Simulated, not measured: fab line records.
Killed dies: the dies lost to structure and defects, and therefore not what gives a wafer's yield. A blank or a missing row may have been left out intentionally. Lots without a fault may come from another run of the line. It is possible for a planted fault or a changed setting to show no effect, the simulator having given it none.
fab line records | flow gf180mcu
record lots=14 | wafers=42 | last_day=33
route steps=602 shown NWELL@48 LVPWELL@64 VT_IMPLANT@99
lots that met no fault: taken from a fault-free run of the same line
start_h: hours from the record's opening day to when the first of the lot's shown wafers began | wait_h: hours from the lot's prior step to this one | " unchanged from the row above | L1.1+2: a single row standing in for several wafers | - value missing, or start not given | * or withheld: withheld | < > ~ a bound
route shown NAME@n: NAME is a module with steps in the file, n the number in the route of the first one | usual: mean/standard deviation taken from wafers without a fault | same: alike in all rows | chamber/n: place in a boat | sites: per-site readings | _std_site: how widely they spread, as a standard deviation | _edge_site: the outer-site mean with the inner-site mean subtracted | radius_mm: for every site, how far away it sits from the centre of the wafer | mask NAME#n: copy n | behind: the most recent tool/chamber to have shaped the wafer | hold: why the lot went on hold/how many hours it stayed there/how the hold came to an end | device: transistor that didn't switch, given as n, p or np | end of line: tests of these same wafers at the route's end | a step with no rows: only its recipe | killed: at the first sort, the dies lost to defects and structure; wafer yield is something else | map: a wafer's dies, x killed, . not, _ none there
set.NAME: the setting that was run; set.NAME@STEP: the one run at that earlier step | model.NAME: the simulator's own value behind a step, which no gauge read
route steps across a sampled set of lots; one table per step, one row per wafer
services: when a tool's chamber went out of use (start_h, in hours from the record's first day, below 0 if earlier), for how many hours, and the reason
## steps
# step GF_NWELL_DEVELOP_06
# recipe wall_angle_deg=90 | develop_time_s=60 | dev_temp_c=23
# usual chill_plate_temp_C=23.02/0.1
lot.wafer | tool           | chamber | start_h | wait_h | chill_plate_temp_C
L500.2    | litho_track-03 | 0       | 55      | -      | 22.89
L500.3    | "              | 0       | "       | "      | 22.99
L500.5    | "              | 0       | "       | "      | 23.16
L501.2    | litho_track-03 | 0       | 61      | -      | 23.16
L501.4    | "              | 0       | "       | "      | 23.23
L501.6    | "              | 0       | "       | "      | 23.06
L503.4    | litho_track-01 | 0       | 71      | -      | 23.03
L503.5    | "              | 0       | "       | "      | 22.93
L503.6    | "              | 0       | "       | "      | 22.82
L504.3    | litho_track-04 | 0       | 75      | -      | 23.01
L504.4    | "              | 0       | "       | "      | 23.01
L504.6    | "              | 0       | 76      | -      | 22.90
L505.1    | litho_track-01 | 0       | 83      | -      | 23.08
L505.4    | "              | 0       | "       | "      | 23.14
L505.6    | "              | 0       | "       | "      | 23.11
L511.4    | litho_track-03 | 0       | 119     | -      | 23.02
L511.5    | "              | 0       | "       | "      | 23.06
L511.6    | "              | 0       | "       | "      | 23.05
L512.1    | litho_track-01 | 0       | 128     | -      | 23.29
L512.3    | "              | 0       | "       | "      | 23.07
L512.4    | "              | 0       | "       | "      | 23.23
L513.2    | litho_track-01 | 0       | 132     | -      | 22.82
L513.4    | "              | 0       | "       | "      | 22.86
L513.6    | "              | 0       | "       | "      | 22.97
L514.2    | litho_track-01 | 0       | 139     | -      | 23.03
L514.5    | "              | 0       | "       | "      | 22.93
L514.6    | "              | 0       | "       | "      | 23.12
L518.1    | litho_track-01 | 0       | 153     | -      | 22.94
L518.2    | "              | 0       | "       | "      | 22.98
L518.6    | "              | 0       | "       | "      | 22.89
L519.4    | litho_track-01 | 0       | 158     | -      | 23.01
L519.5    | "              | 0       | "       | "      | 22.99
L519.6    | "              | 0       | "       | "      | 23.10
L520.2    | litho_track-04 | 0       | 164     | -      | 22.81
L520.3    | "              | 0       | "       | "      | 22.86
L520.4    | "              | 0       | "       | "      | 22.99
L521.2    | litho_track-03 | 0       | 174     | -      | 23.07
L521.4    | "              | 0       | "       | "      | 22.97
L521.5    | "              | 0       | "       | "      | 22.84
L522.2    | litho_track-04 | 0       | 175     | -      | 23.02
L522.3    | "              | 0       | "       | "      | 23.10
L522.5    | "              | 0       | "       | "      | 22.99
# step GF_NWELL_OVL_MEAS_07
# usual NWELL_OVL=-0.4/2.1
lot.wafer | tool       | chamber | start_h | wait_h | NWELL_OVL[nm]
L500.2    | overlay-01 | -       | 55.65   | -      | 0.4
L500.3    | "          | -       | "       | "      | -0.6
L500.5    | "          | -       | "       | "      | 0.6
L501.2    | overlay-01 | -       | 61.50   | -      | 3.6
L501.4    | "          | -       | "       | "      | 5.4
L501.6    | "          | -       | "       | "      | 4.5
L503.4    | overlay-02 | -       | 71.25   | -      | -2.3
L503.5    | "          | -       | "       | "      | -0.7
L503.6    | "          | -       | "       | "      | -0.4
L504.3    | overlay-01 | -       | 76.06   | -      | -1.0
L504.4    | "          | -       | "       | "      | -2.5
L504.6    | "          | -       | "       | "      | -1.8
L505.1    | overlay-01 | -       | 83.88   | -      | 0.1
L505.4    | "          | -       | "       | "      | -0.6
L505.6    | "          | -       | "       | "      | 1.1
L511.4    | overlay-02 | -       | 120.01  | -      | -4.7
L511.5    | "          | -       | "       | "      | -2.4
L511.6    | "          | -       | "       | "      | -4.9
L512.1    | overlay-02 | -       | 128.68  | -      | 0.8
L512.3    | "          | -       | "       | "      | 2.7
L512.4    | "          | -       | "       | "      | 0.6
L513.2    | overlay-01 | -       | 132.24  | -      | -1.9
L513.4    | "          | -       | "       | "      | -1.7
L513.6    | "          | -       | "       | "      | -2.5
L514.2    | overlay-01 | -       | 139.69  | -      | 0.9
L514.5    | "          | -       | "       | "      | 3.5
L514.6    | "          | -       | "       | "      | 1.3
L518.1    | overlay-01 | -       | 153.63  | -      | -
L518.2    | "          | -       | "       | "      | -
L518.6    | "          | -       | "       | "      | -
L519.4    | overlay-02 | -       | 158.60  | -      | -
L519.5    | "          | -       | "       | "      | -
L519.6    | "          | -       | "       | "      | -
L520.2    | overlay-02 | -       | 165.00  | -      | -3.2
L520.3    | "          | -       | "       | "      | -1.6
L520.4    | "          | -       | "       | "      | -2.6
L521.2    | overlay-02 | -       | 174.30  | -      | 0.6
L521.4    | "          | -       | "       | "      | -0.3
L521.5    | "          | -       | "       | "      | -0.4
L522.2    | overlay-02 | -       | 175.30  | -      | -0.7
L522.3    | "          | -       | "       | "      | -4.1
L522.5    | "          | -       | "       | "      | -1.6
# step GF_NWELL_TW_MEAS_11
# usual NWELL_TW=1570/16
lot.wafer | tool          | chamber | start_h | wait_h | NWELL_TW
L500.2    | film_metro-03 | -       | 56.09   | 0.1    | 1586
L500.3    | "             | -       | "       | "      | 1587
L500.5    | "             | -       | "       | "      | 1578
L501.2    | film_metro-02 | -       | 61.94   | 0.1    | 1538
L501.4    | "             | -       | "       | "      | 1555
L501.6    | "             | -       | "       | "      | 1547
L503.4    | film_metro-01 | -       | 71.72   | 0.1    | 1565
L503.5    | "             | -       | "       | "      | 1572
L503.6    | "             | -       | "       | "      | 1572
L504.3    | film_metro-03 | -       | 76.50   | 0.1    | 1580
L504.4    | "             | -       | "       | "      | 1596
L504.6    | "             | -       | "       | "      | 1590
L505.1    | film_metro-01 | -       | 84.32   | 0.1    | 1567
L505.4    | "             | -       | "       | "      | 1577
L505.6    | "             | -       | "       | "      | 1566
L511.4    | film_metro-03 | -       | 120.46  | 0.1    | 1583
L511.5    | "             | -       | "       | "      | 1589
L511.6    | "             | -       | "       | "      | 1594
L512.1    | film_metro-02 | -       | 129.12  | 0.1    | 1554
L512.3    | "             | -       | "       | "      | 1567
L512.4    | "             | -       | "       | "      | 1556
L513.2    | film_metro-03 | -       | 132.68  | 0.1    | 1599
L513.4    | "             | -       | "       | "      | 1590
L513.6    | "             | -       | "       | "      | 1591
L514.2    | film_metro-02 | -       | 140.13  | 0.1    | 1554
L514.5    | "             | -       | "       | "      | 1559
L514.6    | "             | -       | "       | "      | 1549
L518.1    | film_metro-03 | -       | 154.07  | 0.1    | 1495
L518.2    | "             | -       | "       | "      | 1491
L518.6    | "             | -       | "       | "      | 1489
L519.4    | film_metro-02 | -       | 159.05  | 0.1    | 1467
L519.5    | "             | -       | "       | "      | 1468
L519.6    | "             | -       | "       | "      | 1470
L520.2    | film_metro-03 | -       | 165.44  | 0.1    | 1574
L520.3    | "             | -       | "       | "      | 1579
L520.4    | "             | -       | "       | "      | 1575
L521.2    | film_metro-03 | -       | 174.74  | 0.1    | 1578
L521.4    | "             | -       | "       | "      | 1576
L521.5    | "             | -       | "       | "      | 1569
L522.2    | film_metro-01 | -       | 175.75  | 0.1    | 1568
L522.3    | "             | -       | "       | "      | 1566
L522.5    | "             | -       | "       | "      | 1571
# step GF_LVPWELL_STRIP_10
# recipe chemistry=O2/N2 | power_w=1400 | pressure_mtorr=1500 | platen_temp_c=250 | o2_flow_sccm=3000 | n2_flow_sccm=300 | overash_fraction=0.5
# usual drypump_motor_current_A=5.9/0.5 | heater_power_w=318/18 | oes_product_au=0.723/0.0049 | strip_time_to_endpoint_s=36.92/0.099
lot.wafer | tool            | chamber | start_h | wait_h | drypump_motor_current_A | heater_power_w | oes_product_au | rf_hours_counter_h | strip_time_to_endpoint_s
L500.2    | plasma_asher-04 | 1       | 69.59   | 0.1    | 5.4                     | 347            | 0.715          | 41                 | 36.91
L500.3    | "               | 1       | "       | "      | 5.4                     | 338            | 0.716          | -                  | 37.02
L500.5    | "               | 1       | "       | "      | 5.4                     | 337            | 0.719          | -                  | 36.94
L501.2    | plasma_asher-03 | 0       | 74.65   | 0.1    | 5.8                     | 314            | 0.721          | 28                 | 36.79
L501.4    | "               | 0       | "       | "      | 5.8                     | 313            | 0.726          | -                  | 36.83
L501.6    | "               | 0       | "       | "      | 5.8                     | 307            | 0.726          | -                  | 36.82
L503.4    | plasma_asher-02 | 0       | 84.62   | 0.1    | 5.7                     | 315            | 0.727          | -                  | 37.04
L503.5    | "               | 1       | "       | "      | 6.5                     | 306            | 0.722          | -                  | 36.97
L503.6    | "               | 0       | "       | "      | 5.7                     | 311            | 0.715          | -                  | 36.96
L504.3    | plasma_asher-02 | 1       | 89.32   | 0.1    | 6.5                     | 306            | 0.716          | -                  | 37.04
L504.4    | "               | 0       | "       | "      | 5.7                     | 317            | 0.723          | -                  | 36.93
L504.6    | "               | 1       | "       | "      | 6.5                     | 300            | 0.725          | -                  | 36.94
L505.1    | plasma_asher-02 | 1       | 97.13   | 0.1    | 6.5                     | 302            | 0.724          | 43                 | 36.93
L505.4    | "               | 0       | "       | "      | 5.7                     | 313            | 0.721          | -                  | 36.97
L505.6    | "               | 1       | "       | "      | 6.5                     | 308            | 0.716          | -                  | 36.94
L511.4    | plasma_asher-03 | 1       | 134.57  | 0.1    | 6.8                     | 354            | 0.720          | -                  | 36.91
L511.5    | "               | 0       | "       | "      | 5.8                     | 308            | 0.723          | -                  | 36.84
L511.6    | "               | 1       | "       | "      | 6.8                     | 362            | 0.717          | -                  | 36.84
L512.1    | plasma_asher-04 | 0       | 143.33  | 0.1    | 5.5                     | 302            | 0.717          | 3                  | 36.92
L512.3    | "               | 1       | "       | "      | 5.4                     | 329            | 0.731          | -                  | 36.94
L512.4    | "               | 0       | "       | "      | 5.5                     | 310            | 0.729          | -                  | 37.03
L513.2    | plasma_asher-02 | 1       | 147.43  | 0.1    | 6.5                     | 298            | 0.722          | 48                 | 36.82
L513.4    | "               | 0       | "       | "      | 5.7                     | 313            | 0.724          | -                  | 36.97
L513.6    | "               | 1       | "       | "      | 6.5                     | 308            | 0.722          | -                  | 36.87
L514.2    | plasma_asher-04 | 1       | 156.08  | 0.1    | 5.4                     | 313            | 0.729          | 4                  | 37.06
L514.5    | "               | 0       | "       | "      | 5.5                     | 312            | 0.718          | -                  | 37.09
L514.6    | "               | 1       | "       | "      | 5.4                     | 313            | 0.717          | -                  | 37.09
L518.1    | plasma_asher-02 | 0       | 169.58  | 0.1    | 5.7                     | 316            | 0.723          | 50                 | 36.92
L518.2    | "               | 1       | "       | "      | 6.4                     | 306            | 0.717          | 50                 | 36.85
L518.6    | "               | 1       | "       | "      | 6.4                     | 300            | 0.722          | -                  | 36.82
L519.4    | plasma_asher-03 | 1       | 175.61  | 0.1    | 6.8                     | 364            | 0.718          | -                  | 36.81
L519.5    | "               | 0       | "       | "      | 5.7                     | 311            | 0.727          | -                  | 36.74
L519.6    | "               | 1       | "       | "      | 6.8                     | 345            | 0.723          | -                  | 36.83
L520.2    | plasma_asher-02 | 1       | 181.48  | 0.1    | 6.5                     | 308            | 0.721          | 51                 | 36.85
L520.3    | "               | 1       | "       | "      | 6.5                     | 303            | 0.727          | -                  | 36.77
L520.4    | "               | 0       | "       | "      | 5.7                     | 316            | 0.725          | -                  | 36.80
L521.2    | plasma_asher-02 | 1       | 191.53  | 0.1    | 6.5                     | 303            | 0.720          | 52                 | 36.79
L521.4    | "               | 1       | "       | "      | 6.5                     | 294            | 0.733          | -                  | 36.84
L521.5    | "               | 0       | "       | "      | 5.7                     | 315            | 0.716          | -                  | 36.80
L522.2    | plasma_asher-03 | 0       | 192.59  | 0.1    | 5.8                     | 315            | 0.727          | 40                 | 36.98
L522.3    | "               | 0       | "       | "      | 5.8                     | 313            | 0.718          | -                  | 36.89
L522.5    | "               | 0       | "       | "      | 5.8                     | 307            | 0.726          | -                  | 36.93
# step GF_VT_IMPLANT_STRIP_09
# recipe chemistry=O2/N2 | power_w=1400 | pressure_mtorr=1500 | platen_temp_c=250 | o2_flow_sccm=3000 | n2_flow_sccm=300 | overash_fraction=0.5
# usual drypump_motor_current_A=5.7/0.38 | heater_power_w=320/17 | oes_product_au=0.717/0.0045 | strip_time_to_endpoint_s=12.64/0.034
lot.wafer | tool            | chamber | start_h | wait_h | drypump_motor_current_A | heater_power_w | oes_product_au | rf_hours_counter_h | strip_time_to_endpoint_s
L500.2    | plasma_asher-02 | 0       | 108.72  | 0.1    | 5.6                     | 317            | 0.721          | 44                 | 12.63
L500.3    | "               | 0       | "       | "      | 5.7                     | 314            | 0.716          | -                  | 12.64
L500.5    | "               | 1       | "       | "      | 6.5                     | 307            | 0.717          | -                  | 12.67
L501.2    | plasma_asher-01 | 1       | 113.83  | 0.1    | 5.3                     | 351            | 0.715          | 47                 | 12.73
L501.4    | "               | 0       | "       | "      | 5.7                     | 322            | 0.715          | -                  | 12.71
L501.6    | "               | 0       | "       | "      | 5.8                     | 324            | 0.717          | -                  | 12.73
L503.4    | plasma_asher-02 | 0       | 127.22  | 0.1    | 5.7                     | 320            | 0.717          | -                  | 12.63
L503.5    | "               | 0       | "       | "      | 5.7                     | 303            | 0.718          | -                  | 12.70
L503.6    | "               | 1       | "       | "      | 6.5                     | 297            | 0.728          | -                  | 12.71
L504.3    | plasma_asher-04 | 0       | 131.76  | 0.1    | 5.5                     | 310            | 0.712          | -                  | 12.63
L504.4    | "               | 1       | "       | "      | 5.4                     | 324            | 0.716          | -                  | 12.66
L504.6    | "               | 0       | "       | "      | 5.5                     | 309            | 0.718          | -                  | 12.64
L505.1    | plasma_asher-02 | 1       | 140.83  | 0.1    | 6.5                     | 300            | 0.712          | 47                 | 12.60
L505.4    | "               | 1       | "       | "      | 6.5                     | 308            | 0.718          | -                  | 12.63
L505.6    | "               | 1       | "       | "      | 6.5                     | 310            | 0.713          | -                  | 12.58
L511.4    | plasma_asher-04 | 0       | 183.20  | 0.1    | 5.5                     | 313            | 0.712          | -                  | 12.60
L511.5    | "               | 1       | "       | "      | 5.4                     | 310            | 0.713          | -                  | 12.65
L511.6    | "               | 0       | "       | "      | 5.5                     | 317            | 0.713          | -                  | 12.62
L512.1    | plasma_asher-04 | 1       | 193.28  | 0.1    | 5.4                     | 311            | 0.717          | 8                  | 12.60
L512.3    | "               | 0       | "       | "      | 5.5                     | 318            | 0.712          | -                  | 12.62
L512.4    | "               | 1       | "       | "      | 5.4                     | 317            | 0.714          | -                  | 12.61
L513.2    | plasma_asher-04 | 0       | 195.17  | 0.1    | 5.5                     | 307            | 0.719          | 8                  | 12.63
L513.4    | "               | 0       | "       | "      | 5.6                     | 310            | 0.719          | -                  | 12.65
L513.6    | "               | 0       | "       | "      | 5.5                     | 300            | 0.712          | -                  | 12.64
L514.2    | plasma_asher-04 | 1       | 206.67  | 0.1    | 5.4                     | 314            | 0.724          | 9                  | 12.64
L514.5    | "               | 0       | "       | "      | 5.5                     | 304            | 0.713          | -                  | 12.69
L514.6    | "               | 1       | "       | "      | 5.4                     | 315            | 0.717          | -                  | 12.65
L518.1    | plasma_asher-01 | 0       | 220.11  | 0.1    | 5.7                     | 313            | 0.716          | 59                 | 12.62
L518.2    | "               | 1       | "       | "      | 5.4                     | 346            | 0.723          | 59                 | 12.64
L518.6    | "               | 1       | "       | "      | 5.3                     | 355            | 0.714          | -                  | 12.61
L519.4    | plasma_asher-02 | 0       | 228.70  | 0.1    | 5.6                     | 313            | 0.717          | -                  | 12.58
L519.5    | "               | 1       | "       | "      | 6.4                     | 305            | 0.722          | -                  | 12.62
L519.6    | "               | 0       | "       | "      | 5.7                     | 312            | 0.711          | -                  | 12.61
L520.2    | plasma_asher-01 | 0       | 234.81  | 0.1    | 5.8                     | 312            | 0.719          | 61                 | 12.62
L520.3    | "               | 1       | "       | "      | 5.3                     | 350            | 0.705          | -                  | 12.64
L520.4    | "               | 0       | "       | "      | 5.8                     | 318            | 0.712          | -                  | 12.63
L521.2    | plasma_asher-01 | 1       | 244.53  | 0.1    | 5.3                     | 347            | 0.719          | 62                 | 12.64
L521.4    | "               | 0       | "       | "      | 5.8                     | 323            | 0.723          | -                  | 12.62
L521.5    | "               | 1       | "       | "      | 5.3                     | 349            | 0.716          | -                  | 12.62
L522.2    | plasma_asher-02 | 0       | 246.48  | 0.1    | 5.7                     | 302            | 0.721          | 58                 | 12.62
L522.3    | "               | 1       | "       | "      | 6.5                     | 301            | 0.712          | -                  | 12.62
L522.5    | "               | 0       | "       | "      | 5.7                     | 313            | 0.713          | -                  | 12.60
# step GF_VT_IMPLANT_OVL_MEAS_18
# usual VT_IMPLANT_01_OVL=0.5/1.3
lot.wafer | tool       | chamber | start_h | wait_h | VT_IMPLANT_01_OVL[nm]
L500.2    | overlay-01 | -       | 122.40  | 0.1    | 0.2
L500.3    | "          | -       | "       | "      | 1.0
L500.5    | "          | -       | "       | "      | 1.4
L501.2    | overlay-01 | -       | 128.75  | 0.1    | 0.5
L501.4    | "          | -       | "       | "      | 2.5
L501.6    | "          | -       | "       | "      | 0.6
L503.4    | overlay-01 | -       | 141.55  | 0.1    | 1.0
L503.5    | "          | -       | "       | "      | -0.2
L503.6    | "          | -       | "       | "      | -1.1
L504.3    | overlay-01 | -       | 146.46  | 0.1    | 1.5
L504.4    | "          | -       | "       | "      | 1.6
L504.6    | "          | -       | "       | "      | 0.6
L505.1    | overlay-02 | -       | 156.90  | 0.1    | 0.8
L505.4    | "          | -       | "       | "      | -1.0
L505.6    | "          | -       | "       | "      | 0.9
L511.4    | overlay-01 | -       | 199.66  | 0.1    | 2.0
L511.5    | "          | -       | "       | "      | 1.4
L511.6    | "          | -       | "       | "      | 0.5
L512.1    | overlay-02 | -       | 210.93  | 0.1    | 1.8
L512.3    | "          | -       | "       | "      | 0.0
L512.4    | "          | -       | "       | "      | -2.5
L513.2    | overlay-01 | -       | 212.00  | 0.1    | 3.7
L513.4    | "          | -       | "       | "      | 1.6
L513.6    | "          | -       | "       | "      | 0.8
L514.2    | overlay-01 | -       | 224.35  | 0.1    | 0.0
L514.5    | "          | -       | "       | "      | -1.1
L514.6    | "          | -       | "       | "      | 0.7
L518.1    | overlay-01 | -       | 237.85  | 0.1    | 2.2
L518.2    | "          | -       | "       | "      | 1.4
L518.6    | "          | -       | "       | "      | 1.7
L519.4    | overlay-01 | -       | 246.65  | 0.1    | 1.6
L519.5    | "          | -       | "       | "      | 0.3
L519.6    | "          | -       | "       | "      | 0.8
L520.2    | overlay-01 | -       | 253.50  | 0.1    | 0.7
L520.3    | "          | -       | "       | "      | -0.3
L520.4    | "          | -       | "       | "      | -0.6
L521.2    | overlay-01 | -       | 263.65  | 0.1    | 0.7
L521.4    | "          | -       | "       | "      | 0.3
L521.5    | "          | -       | "       | "      | -0.6
L522.2    | overlay-02 | -       | 265.15  | 0.1    | 0.9
L522.3    | "          | -       | "       | "      | 1.2
L522.5    | "          | -       | "       | "      | 0.6
## services
tool            | chamber | start_h | hours | kind
plasma_asher-03 | -       | 98.06   | 2.1   | repair
plasma_asher-04 | -       | 108.75  | 9.0   | pm
plasma_asher-04 | 0       | 108.75  | 9.0   | vent_cycle
plasma_asher-04 | 1       | 108.75  | 9.0   | vent_cycle
plasma_asher-04 | 0       | 117.75  | -     | clean
plasma_asher-04 | 1       | 117.75  | -     | clean
plasma_asher-04 | -       | 212.70  | 17.5  | pm
plasma_asher-04 | -       | 244.05  | 1.3   | repair
## key
first_sign step=GF_NWELL_OVL_MEAS_07 | reading=NWELL_OVL | direction=missing
effect step=GF_NWELL_TW_MEAS_11 | reading=NWELL_TW | direction=down | sigmas=5.6 | usual=1570 | struck=1480
met_at GF_NWELL_DEVELOP_06
struck_lots L518,L519
rows_end L518.1,L518.2,L518.6
sort_left_out L519.4,L519.5,L519.6
tester_left_out L519
not_acting_at GF_LVPWELL_STRIP_10,GF_VT_IMPLANT_STRIP_09,GF_VT_IMPLANT_OVL_MEAS_18
onset_between 139 153
fault kind=process_parameter_drift | tool=litho_track-01 | chamber=- | onset_h=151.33 | steps=GF_NWELL_DEVELOP_06 | channel=develop_time_s | offset=* | shape=step | end_h=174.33 | acts_in=* | stated=*
# tester_left_out: of these lots the tester's yield and bins aren't shown, on N5 and GAA mostly nor the transistor test; their killed dies are dies lost to structure and defects alone, not to doping, threshold or leakage, so they don't give the yield
# sort_left_out: the simulated sort isn't trusted on such a fault, so these wafers' sort isn't shown, and their yield isn't known
# rows_end: these wafers met a further fault down the route, and their rows from its step on are left out
